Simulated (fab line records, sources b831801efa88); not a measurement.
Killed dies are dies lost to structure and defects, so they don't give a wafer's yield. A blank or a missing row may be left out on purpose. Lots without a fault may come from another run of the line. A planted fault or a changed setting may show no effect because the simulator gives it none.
Chamber matching | flow gf180mcu | GF_STI_ETCH_14 on rie_si-02: 4 sister chambers
The step etches Si in HBr/Cl2/O2, target depth 360 nm, time 102.9 s. 4 wafers are shown with their chamber, then 6 later ones without.

WAFERS WITH THEIR CHAMBER
wafer  | chamber | drypump_motor_current_A (A)
L834.1 | 1       | 6.5
L834.5 | 0       | 4.9
L840.5 | 3       | 6.3
L840.6 | 2       | 5.4

WAFERS WITHOUT THEIR CHAMBER
wafer  | drypump_motor_current_A (A)
L844.3 | 4.8
L844.4 | 5.5
L844.6 | 6.5
L845.1 | 6.3
L845.2 | 4.8
L845.6 | 6.5

WHICH CHAMBER EACH WENT THROUGH
wafer  | from the rows above | in truth
L844.3 | 0                   | 0
L844.4 | 2                   | 2
L844.6 | 1                   | 1
L845.1 | 3                   | 3
L845.2 | 0                   | 0
L845.6 | 1                   | 1
Placed correctly: 6 of 6. Can't be placed from these rows: 0. Placed wrongly: 0.
How it was worked out, from the rows above alone: a wafer's distance from a chamber is the root of the sum, over the readings, of the square of ((its reading less the chamber's mean) divided by the reading's scatter). The wafer belongs to the nearest chamber; if the next one is less than 2 further off, it can't be placed. A chamber's mean is the mean of its shown wafers. The scatter: with one shown wafer a chamber, the root of the mean of the squares of how far each hidden wafer lies from its nearest shown one.
